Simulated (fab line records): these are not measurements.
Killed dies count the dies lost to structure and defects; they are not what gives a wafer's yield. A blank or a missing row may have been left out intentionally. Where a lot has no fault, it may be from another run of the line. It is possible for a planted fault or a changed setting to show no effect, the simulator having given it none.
The tool behind it: which one? || flow gf180mcu || 7 lots, 21 wafers sampled, at 1 step of a route of 602

## WHAT EACH GAUGE READ, for each wafer
GF_POLY_GATE_THK_MEAS_17.
{"lot": "L396", "measured": "day 9 16:02", "on": "film-metro-01", "POLY_GATE_OXIDATION_THK (nm)": "4.06 4.08 3.93"}
{"lot": "L399", "measured": "day 10 18:56", "on": "film-metro-04", "POLY_GATE_OXIDATION_THK (nm)": "4.08 4.11 4.13"}
{"lot": "L401", "measured": "day 11 02:46", "on": "film-metro-04", "POLY_GATE_OXIDATION_THK (nm)": "4.12 4.17 4.17"}
{"lot": "L403", "measured": "day 11 19:26", "on": "film-metro-01", "POLY_GATE_OXIDATION_THK (nm)": "4.05 3.96 3.96"}
{"lot": "L405", "measured": "day 12 07:19", "on": "film-metro-03", "POLY_GATE_OXIDATION_THK (nm)": "4.00 4.05 3.96"}
{"lot": "L412", "measured": "day 14 07:43", "on": "film-metro-01", "POLY_GATE_OXIDATION_THK (nm)": "4.00 4.04 3.94"}
{"lot": "L415", "measured": "day 15 07:05", "on": "film-metro-04", "POLY_GATE_OXIDATION_THK (nm)": "4.03 4.05 4.08"}

## EACH LOT AND THE TOOL THAT RAN IT (in order: tool; ch and the chambers of the sampled wafers; start)
There is no process step in the record ahead of these readings.

## THE ANSWER, worked out from the rows above alone
Rule: what is usual is taken from the lots themselves. Put in order of their means at a reading, lots are off if they are a third of the lots or fewer, leave a main group of 4 or more, and stand apart from it by a gap of 3 or more times the standard deviation of the main group's means; of several such gaps the widest counts. A main group is skipped when, at the precision printed for the reading in the tables above, its means are all equal. A lot without any number at a reading at which 4 lots or more have one is off too. Where the step has rows for the other lots, those lots are counted as sound.
No lot is off on any of the readings shown, so nothing can be concluded from this.

## WHAT WAS PUT IN BY THE SIMULATOR
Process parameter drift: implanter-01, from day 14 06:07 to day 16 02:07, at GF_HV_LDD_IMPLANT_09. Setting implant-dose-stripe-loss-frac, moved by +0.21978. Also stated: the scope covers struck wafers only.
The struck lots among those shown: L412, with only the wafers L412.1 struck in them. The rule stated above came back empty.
